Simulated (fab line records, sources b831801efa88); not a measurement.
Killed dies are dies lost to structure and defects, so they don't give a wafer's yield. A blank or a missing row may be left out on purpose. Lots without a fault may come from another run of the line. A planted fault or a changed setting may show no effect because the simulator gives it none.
fab line records | flow sky130
record lots=24 wafers=72 last_day=50
route steps=708 shown METAL1@449 VIA1@471 VIA2@522 PASSIVATION@682
lots that met no fault: from a run of the same line without faults
start_h: hours from the record's first day to the start of the lot's first wafer shown | wait_h: hours since the lot's step before | " the same as in the row above | L1.1+2: a row that stands for several wafers | - no value, or no start given | * or withheld: withheld | < > ~ a bound
route shown NAME@n: a module of which the file shows steps, and the number in the route of the first | usual: mean/standard deviation of fault-free wafers | same: alike in all rows | chamber/n: place in a boat | sites: the reading at each site | _std_site: their standard deviation | _edge_site: outer sites' mean less inner sites' | radius_mm: how far each site lies from the wafer's centre | mask NAME#n: copy n | behind: the tool/chamber that last shaped the wafer | hold: why the lot was held/for how many hours/how that ended | device: the transistor (n, p or np) that didn't switch | end of line: the same wafers' tests at the end of the route | a step without rows: its recipe alone | killed: dies lost to structure and defects at the first sort, not the wafer's yield | map: a wafer's dies, x killed, . not, _ none there
set.NAME: the setting as run; set.NAME@STEP: as run at that earlier step | model.NAME: the simulator's own value behind a step, which no gauge read
steps of the route over a sample of lots; a table a step, a row a wafer
services: from which hour (start_h, from the record's first day; less than 0 if before it) a tool's chamber was out of use, for how many hours, and why
## steps
# step SKY_METAL1_CD_MEAS_15
# recipe target_cd_nm=140
# usual cd_nm=139.7/1.7
# columns lot.wafer tool chamber start_h wait_h cd_nm
L074.1 cd_sem-02 - 762.23 - 139.5
L074.3 " - " " 140.9
L074.5 " - " " 140.5
L075.1 cd_sem-02 - 776.84 - 141.7
L075.3 " - " " 140.8
L075.4 " - " " 138.6
L076.2 cd_sem-02 - 780.30 - 141.1
L076.3 " - " " 141.0
L076.4 " - " " 141.8
L077.2 cd_sem-01 - 788.15 - 140.8
L077.3 " - " " 141.1
L077.5 " - " " 139.9
L078.1 cd_sem-01 - 791.19 - 139.9
L078.5 " - " " 139.8
L078.6 " - " " 141.0
L079.3 cd_sem-01 - 811.57 - 141.5
L079.4 " - " " 141.7
L079.5 " - " " 140.2
L080.3 cd_sem-01 - 815.38 - 138.6
L080.4 " - " " 138.3
L080.5 " - " " 138.3
L081.1 cd_sem-01 - 816.99 - 140.1
L081.3 " - " " 141.8
L081.5 " - " " 140.4
L082.3 cd_sem-01 - 835.02 - 137.3
L082.4 " - " " 138.0
L082.5 " - " " 138.9
L083.1 cd_sem-01 - 837.93 - 139.4
L083.3 " - " " 139.1
L083.4 " - " " 139.8
L084.1 cd_sem-01 - 843.04 - 139.3
L084.3 " - " " 139.2
L084.4 " - " " 140.1
L085.2 cd_sem-02 - 848.00 - 141.2
L085.3 " - " " 141.8
L085.5 " - " " 141.5
L086.1 cd_sem-02 - 858.73 - 138.1
L086.5 " - " " 139.4
L086.6 " - " " 140.1
L087.2 cd_sem-02 - 870.11 - 137.9
L087.3 " - " " 138.7
L087.5 " - " " 138.0
L090.2 cd_sem-02 - 892.51 - 139.6
L090.4 " - " " 140.2
L090.6 " - " " 140.1
L088.2 cd_sem-01 - 894.71 - 140.3
L088.5 " - " " 139.5
L088.6 " - " " 138.1
L089.1 cd_sem-01 - 895.09 - 137.7
L089.4 " - " " 137.7
L089.6 " - " " 138.5
L091.1 cd_sem-02 - 924.04 - 136.5
L091.5 " - " " 135.7
L091.6 " - " " 135.8
L092.2 cd_sem-02 - 924.18 - 138.4
L092.3 " - " " 136.3
L092.6 " - " " 138.0
L093.1 cd_sem-02 - 924.94 - 141.0
L093.2 " - " " 141.5
L093.6 " - " " 142.6
L095.3 cd_sem-02 - 925.72 - 140.9
L095.4 " - " " 140.2
L095.5 " - " " 142.3
L094.2 cd_sem-01 - 927.60 - 139.1
L094.3 " - " " 138.7
L094.5 " - " " 137.9
L096.2 cd_sem-02 - 946.81 - 141.9
L096.3 " - " " 141.8
L096.4 " - " " 140.8
L097.4 cd_sem-02 - 951.24 - 137.8
L097.5 " - " " 138.7
L097.6 " - " " 138.2
# step SKY_VIA1_OVL_MEAS_13
# usual VIA1_OVL=2/6.5
# columns lot.wafer tool chamber start_h wait_h VIA1_OVL[nm]
L074.1 overlay-01 - 790.54 0.1 4
L074.3 " - " " 4
L074.5 " - " " 4
L075.1 overlay-01 - 805.65 0.1 -1
L075.3 " - " " 0
L075.4 " - " " 5
L076.2 overlay-02 - 808.56 0.1 -6
L076.3 " - " " -4
L076.4 " - " " 6
L077.2 overlay-01 - 816.69 0.1 7
L077.3 " - " " -3
L077.5 " - " " 4
L078.1 overlay-01 - 819.29 0.1 0
L078.5 " - " " -5
L078.6 " - " " 4
L079.3 overlay-01 - 840.27 0.1 -3
L079.4 " - " " -14
L079.5 " - " " -2
L080.3 overlay-02 - 843.62 0.1 10
L080.4 " - " " 4
L080.5 " - " " 8
L081.1 overlay-01 - 844.89 0.1 12
L081.3 " - " " 10
L081.5 " - " " 11
L082.3 overlay-02 - 861.87 0.1 6
L082.4 " - " " 4
L082.5 " - " " 7
L083.1 overlay-01 - 865.80 0.1 1
L083.3 " - " " 3
L083.4 " - " " -1
L084.1 overlay-01 - 870.50 0.1 2
L084.3 " - " " 7
L084.4 " - " " 4
L085.2 overlay-02 - 874.93 0.1 5
L085.3 " - " " -8
L085.5 " - " " 1
L086.1 overlay-02 - 884.95 0.1 12
L086.5 " - " " 17
L086.6 " - " " 8
L087.2 overlay-02 - 897.39 0.1 4
L087.3 " - " " -8
L087.5 " - " " -5
L090.2 overlay-01 - 918.86 0.1 8
L090.4 " - " " 7
L090.6 " - " " 8
L088.2 overlay-02 - 922.16 0.1 -1
L088.5 " - " " 10
L088.6 " - " " 4
L089.1 overlay-01 - 922.51 0.1 2
L089.4 " - " " -6
L089.6 " - " " -3
L091.1 overlay-01 - 950.00 0.1 4
L091.5 " - " " -2
L091.6 " - " " -7
L092.2 overlay-02 - 950.36 0.1 5
L092.3 " - " " 14
L092.6 " - " " 10
L093.1 overlay-02 - 951.31 0.1 7
L093.2 " - " " 8
L093.6 " - " " 11
L095.3 overlay-02 - 951.80 0.1 -1
L095.4 " - " " 0
L095.5 " - " " 8
L094.2 overlay-02 - 954.11 0.1 -3
L094.3 " - " " 2
L094.5 " - " " 5
L096.2 overlay-02 - 972.74 0.1 11
L096.3 " - " " 6
L096.4 " - " " 9
L097.4 overlay-01 - 976.76 0.1 1
L097.5 " - " " -11
L097.6 " - " " -6
# step SKY_VIA2_ETCH_15
# recipe target=SiO2 chemistry=C4F8/O2/Ar target_depth_nm=546 stop_on=TiN mask_material=KrF-thick source_w=1500 bias_w=1200 pressure_mtorr=40 c4f8_flow_sccm=withheld O2_flow_sccm=6 Ar_flow_sccm=300 time_s=84
# usual oes_product_au=0.940/0.0053
# columns lot.wafer tool chamber start_h wait_h oes_product_au rf_hours_counter_h
L074.1 rie_diel-01 1 847.04 0.0 0.933 27
L074.3 " 3 " " 0.948 18
L074.5 " 2 " " 0.933 -
L075.1 rie_diel-01 3 861.28 0.0 0.941 18
L075.3 " 0 " " 0.934 14
L075.4 " 1 " " 0.937 27
L076.2 rie_diel-04 1 863.68 0.0 0.934 7
L076.3 " 0 " " 0.945 18
L076.4 " 2 " " 0.933 5
L077.2 rie_diel-02 3 871.90 0.0 0.939 22
L077.3 " 2 " " 0.934 24
L077.5 " 2 " " 0.933 -
L078.1 rie_diel-04 0 874.89 0.0 0.928 18
L078.5 " 2 " " 0.946 -
L078.6 " 1 " " 0.930 -
L079.3 rie_diel-04 1 894.28 0.0 0.939 8
L079.4 " 3 " " 0.935 18
L079.5 " 2 " " 0.938 -
L080.3 rie_diel-04 2 898.45 0.0 0.935 6
L080.4 " 1 " " 0.943 8
L080.5 " 1 " " 0.941 -
L081.1 rie_diel-02 1 900.45 0.0 0.944 15
L081.3 " 2 " " 0.945 25
L081.5 " 3 " " 0.934 -
L082.3 rie_diel-04 0 914.24 0.0 0.933 19
L082.4 " 1 " " 0.934 8
L082.5 " 0 " " 0.937 -
L083.1 rie_diel-01 1 920.18 0.0 0.948 1
L083.3 " 3 " " 0.944 20
L083.4 " 0 " " 0.939 16
L084.1 rie_diel-01 2 924.27 0.0 0.944 11
L084.3 " 0 " " 0.947 16
L084.4 " 3 " " 0.946 20
L085.2 rie_diel-01 0 929.62 0.0 0.938 16
L085.3 " 3 " " 0.947 21
L085.5 " 2 " " 0.942 -
L086.1 rie_diel-04 2 940.99 0.0 0.941 7
L086.5 " 0 " " 0.936 -
L086.6 " 1 " " 0.939 -
L087.2 rie_diel-02 1 950.52 0.0 0.947 17
L087.3 " 0 " " 0.940 27
L087.5 " 2 " " 0.943 -
L090.2 rie_diel-01 1 971.32 0.0 0.948 2
L090.4 " 2 " " 0.942 12
L090.6 " 1 " " 0.933 -
L088.2 rie_diel-04 0 974.23 0.0 0.935 21
L088.5 " 2 " " 0.932 -
L088.6 " 1 " " 0.944 -
L089.1 rie_diel-01 2 974.42 0.0 0.933 12
L089.4 " 3 " " 0.943 22
L089.6 " 2 " " 0.946 -
L091.1 rie_diel-02 1 1001.24 0.0 0.940 19
L091.5 " 0 " " 0.951 -
L091.6 " 3 " " 0.947 -
L092.2 rie_diel-01 2 1001.53 0.0 0.939 14
L092.3 " 1 " " 0.938 4
L092.6 " 1 " " 0.945 -
L093.1 rie_diel-02 3 1002.24 0.0 0.951 27
L093.2 " 1 " " 0.944 19
L093.6 " 3 " " 0.948 -
L095.3 rie_diel-02 0 1003.18 0.0 0.935 29
L095.4 " 2 " " 0.930 28
L095.5 " 0 " " 0.942 -
L094.2 rie_diel-02 3 1005.87 0.0 0.946 27
L094.3 " 1 " " 0.942 19
L094.5 " 1 " " 0.942 -
L096.2 rie_diel-01 2 1022.38 0.0 0.948 14
L096.3 " 1 " " 0.936 4
L096.4 " 0 " " 0.930 19
L097.4 rie_diel-04 1 1026.08 0.0 0.934 11
L097.5 " 1 " " 0.940 -
L097.6 " 2 " " 0.946 -
# step SKY_VIA2_CVD_21
# recipe material=W target_thk_nm=420 time_s=126.4 temp_c=400 pressure_torr=40
# usual chamber_pressure_Torr=39.98/0.082 heater_power_w=801/73
# columns lot.wafer tool chamber start_h wait_h chamber_pressure_Torr heater_power_w
L074.1 cvd_w-01 1 847.75 0.0 39.98 1007
L074.3 " 1 " " 40.09 970
L074.5 " 0 " " 39.85 873
L075.1 cvd_w-02 0 862.03 0.0 39.92 787
L075.3 " 0 " " 39.96 773
L075.4 " 1 " " 39.97 763
L076.2 cvd_w-02 0 864.44 0.0 39.96 754
L076.3 " 0 " " 39.91 775
L076.4 " 1 " " 39.93 748
L077.2 cvd_w-02 0 872.72 0.0 39.89 762
L077.3 " 0 " " 40.03 770
L077.5 " 1 " " 40.15 766
L078.1 cvd_w-02 1 875.61 0.0 39.90 759
L078.5 " 1 " " 40.02 753
L078.6 " 0 " " 39.99 785
L079.3 cvd_w-02 0 895.12 0.1 39.97 786
L079.4 " 1 " " 39.94 746
L079.5 " 1 " " 40.04 762
L080.3 cvd_w-02 1 899.25 0.1 40.03 749
L080.4 " 0 " " 40.01 781
L080.5 " 1 " " 39.99 751
L081.1 cvd_w-02 0 901.21 0.0 39.91 771
L081.3 " 1 " " 40.01 760
L081.5 " 0 " " 39.91 764
L082.3 cvd_w-02 1 915.05 0.1 40.07 746
L082.4 " 1 " " 40.00 764
L082.5 " 1 " " 40.00 771
L083.1 cvd_w-02 1 920.94 0.0 39.90 765
L083.3 " 1 " " 39.90 752
L083.4 " 1 " " 39.86 761
L084.1 cvd_w-01 1 924.98 0.0 40.14 967
L084.3 " 0 " " 39.98 799
L084.4 " 1 " " 40.10 960
L085.2 cvd_w-02 1 930.38 0.1 39.87 752
L085.3 " 1 " " 40.11 767
L085.5 " 1 " " 40.00 742
L086.1 cvd_w-02 1 941.70 0.0 40.01 749
L086.5 " 0 " " 40.00 770
L086.6 " 1 " " 39.96 766
L087.2 cvd_w-02 1 951.30 0.0 39.99 778
L087.3 " 1 " " 39.99 776
L087.5 " 1 " " 40.10 772
L090.2 cvd_w-02 1 972.06 0.0 40.03 756
L090.4 " 0 " " 39.96 771
L090.6 " 0 " " 39.94 768
L088.2 cvd_w-02 0 974.96 0.0 39.99 740
L088.5 " 0 " " 39.96 775
L088.6 " 1 " " 39.85 760
L089.1 cvd_w-01 0 975.14 0.0 40.06 791
L089.4 " 1 " " 40.02 963
L089.6 " 1 " " 40.00 976
L091.1 cvd_w-01 0 1002.40 0.0 40.08 805
L091.5 " 1 " " 40.06 989
L091.6 " 0 " " 40.04 791
L092.2 cvd_w-01 1 1002.76 0.0 40.03 984
L092.3 " 1 " " 39.98 962
L092.6 " 0 " " 40.06 788
L093.1 cvd_w-02 0 1003.08 0.0 39.84 775
L093.2 " 1 " " 39.75 742
L093.6 " 1 " " 39.85 777
L095.3 cvd_w-01 0 1004.20 0.1 40.09 813
L095.4 " 1 " " 40.06 943
L095.5 " 0 " " 39.88 809
L094.2 cvd_w-02 1 1006.92 0.0 40.01 777
L094.3 " 1 " " 39.99 777
L094.5 " 1 " " 39.94 776
L096.2 cvd_w-02 1 1023.14 0.0 39.87 783
L096.3 " 1 " " 39.94 758
L096.4 " 0 " " 39.92 773
L097.4 cvd_w-01 1 1027.28 0.1 40.04 952
L097.5 " 0 " " 40.01 808
L097.6 " 1 " " 40.07 956
# step SKY_VIA2_THK_MEAS_23
# recipe thk_meas_gauge=xrf reads=W_of_VIA2_CVD_21
# usual VIA2_W_THK=410/6.3
# columns lot.wafer tool chamber start_h wait_h VIA2_W_THK[nm]
L074.1 film_metro-04 - 848.00 0.1 408
L074.3 " - " " 406
L074.5 " - " " 413
L075.1 film_metro-04 - 862.28 0.1 414
L075.3 " - " " 409
L075.4 " - " " 408
L076.2 film_metro-02 - 864.70 0.1 400
L076.3 " - " " 408
L076.4 " - " " 407
L077.2 film_metro-02 - 872.98 0.1 401
L077.3 " - " " 398
L077.5 " - " " 402
L078.1 film_metro-04 - 875.86 0.1 417
L078.5 " - " " 414
L078.6 " - " " 412
L079.3 film_metro-01 - 895.34 0.1 426
L079.4 " - " " 428
L079.5 " - " " 427
L080.3 film_metro-01 - 899.48 0.1 421
L080.4 " - " " 423
L080.5 " - " " 422
L081.1 film_metro-04 - 901.46 0.1 404
L081.3 " - " " 409
L081.5 " - " " 407
L082.3 film_metro-04 - 915.36 0.1 409
L082.4 " - " " 407
L082.5 " - " " 410
L083.1 film_metro-04 - 921.32 0.1 408
L083.3 " - " " 410
L083.4 " - " " 410
L084.1 film_metro-04 - 925.23 0.1 409
L084.3 " - " " 412
L084.4 " - " " 406
L085.2 film_metro-02 - 930.72 0.1 413
L085.3 " - " " 413
L085.5 " - " " 417
L086.1 film_metro-02 - 941.95 0.1 401
L086.5 " - " " 404
L086.6 " - " " 413
L087.2 film_metro-04 - 951.57 0.1 409
L087.3 " - " " 410
L087.5 " - " " 407
L090.2 film_metro-04 - 972.32 0.1 403
L090.4 " - " " 408
L090.6 " - " " 403
L088.2 film_metro-04 - 975.22 0.1 410
L088.5 " - " " 409
L088.6 " - " " 415
L089.1 film_metro-02 - 975.46 0.1 406
L089.4 " - " " 401
L089.6 " - " " 402
L091.1 film_metro-04 - 1002.65 0.1 415
L091.5 " - " " 409
L091.6 " - " " 414
L092.2 film_metro-04 - 1003.02 0.1 410
L092.3 " - " " 408
L092.6 " - " " 411
L093.1 film_metro-04 - 1003.33 0.1 409
L093.2 " - " " 410
L093.6 " - " " 419
L095.3 film_metro-02 - 1004.47 0.1 409
L095.4 " - " " 400
L095.5 " - " " 404
L094.2 film_metro-02 - 1007.18 0.1 407
L094.3 " - " " 406
L094.5 " - " " 404
L096.2 film_metro-02 - 1023.40 0.1 408
L096.3 " - " " 412
L096.4 " - " " 404
L097.4 film_metro-02 - 1027.52 0.1 402
L097.5 " - " " 401
L097.6 " - " " 400
# step SKY_PASSIVATION_THK_MEAS_01
# recipe reads=SiO2_of_PASSIVATION_CVD_00
# usual PASSIVATION_CVD_00_THK=90.3/1.2
# columns lot.wafer tool chamber start_h wait_h PASSIVATION_CVD_00_THK[nm]
L074.1 film_metro-02 - 1028.57 - 89.6
L074.3 " - " " 89.4
L074.5 " - " " 91.5
L075.1 film_metro-02 - 1034.97 - 89.7
L075.3 " - " " 89.8
L075.4 " - " " 90.4
L076.2 film_metro-03 - 1041.03 - 88.9
L076.3 " - " " 88.7
L076.4 " - " " 90.7
L077.2 film_metro-03 - 1051.81 - 89.3
L077.3 " - " " 91.7
L077.5 " - " " 91.7
L078.1 film_metro-01 - 1054.30 - 91.6
L078.5 " - " " 91.9
L078.6 " - " " 93.7
L079.3 film_metro-02 - 1068.86 - 90.2
L079.4 " - " " 92.1
L079.5 " - " " 92.0
L080.3 film_metro-01 - 1074.80 - 91.3
L080.4 " - " " 91.6
L080.5 " - " " 92.4
L081.1 film_metro-03 - 1076.25 - 89.1
L081.3 " - " " 88.8
L081.5 " - " " 91.6
L082.3 film_metro-02 - 1082.97 - 87.3
L082.4 " - " " 90.8
L082.5 " - " " 89.2
L083.1 film_metro-02 - 1092.17 - 88.8
L083.3 " - " " 90.6
L083.4 " - " " 91.3
L084.1 film_metro-03 - 1094.22 - 88.8
L084.3 " - " " 89.3
L084.4 " - " " 90.4
L085.2 film_metro-02 - 1099.64 - 90.0
L085.3 " - " " 91.0
L085.5 " - " " 91.3
L086.1 film_metro-03 - 1103.58 - 90.0
L086.5 " - " " 91.0
L086.6 " - " " 92.0
L087.2 film_metro-01 - 1117.64 - 89.8
L087.3 " - " " 91.0
L087.5 " - " " 90.4
L090.2 film_metro-02 - 1129.46 - 87.6
L090.4 " - " " 90.6
L090.6 " - " " 89.3
L088.2 film_metro-02 - 1133.64 - 89.2
L088.5 " - " " 91.9
L088.6 " - " " 90.2
L089.1 film_metro-03 - 1134.78 - 89.6
L089.4 " - " " 89.8
L089.6 " - " " 91.0
L091.1 film_metro-01 - 1156.35 - 88.7
L091.5 " - " " 90.3
L091.6 " - " " 90.1
L092.2 film_metro-03 - 1157.51 - 89.0
L092.3 " - " " 90.0
L092.6 " - " " 91.1
L093.1 film_metro-03 - 1158.10 - 90.3
L093.2 " - " " 89.9
L093.6 " - " " 92.0
L095.3 film_metro-01 - 1158.78 - 89.8
L095.4 " - " " 91.1
L095.5 " - " " 91.2
L094.2 film_metro-03 - 1161.17 - 91.0
L094.3 " - " " 89.9
L094.5 " - " " 90.0
L096.2 film_metro-01 - 1172.05 - 87.4
L096.3 " - " " 88.5
L096.4 " - " " 90.3
L097.4 film_metro-01 - 1176.80 - 89.9
L097.5 " - " " 90.2
L097.6 " - " " 91.1
## services
# columns tool chamber start_h hours kind
rie_diel-04 1 852.33 9.6 repair
rie_diel-04 - 858.91 2.8 pm
cvd_w-01 - 863.11 2.4 repair
rie_diel-02 0 869.63 6.4 repair
rie_diel-01 1 870.26 - clean
rie_diel-01 1 870.26 15.2 scheduled_down
rie_diel-01 1 870.26 15.2 vent_cycle
cvd_w-01 - 904.00 14.0 pm
cvd_w-01 0 904.00 14.0 vent_cycle
cvd_w-01 1 904.00 14.0 vent_cycle
rie_diel-01 3 907.23 3.8 repair
cvd_w-02 0 914.75 16.9 repair
cvd_w-01 0 918.00 - clean
cvd_w-01 1 918.00 - clean
rie_diel-04 0 982.83 8.3 repair
rie_diel-04 - 998.18 14.6 pm
rie_diel-02 2 1013.35 41.0 repair
rie_diel-04 1 1014.09 10.5 repair
rie_diel-02 1 1021.42 100.9 repair
## key
fault none
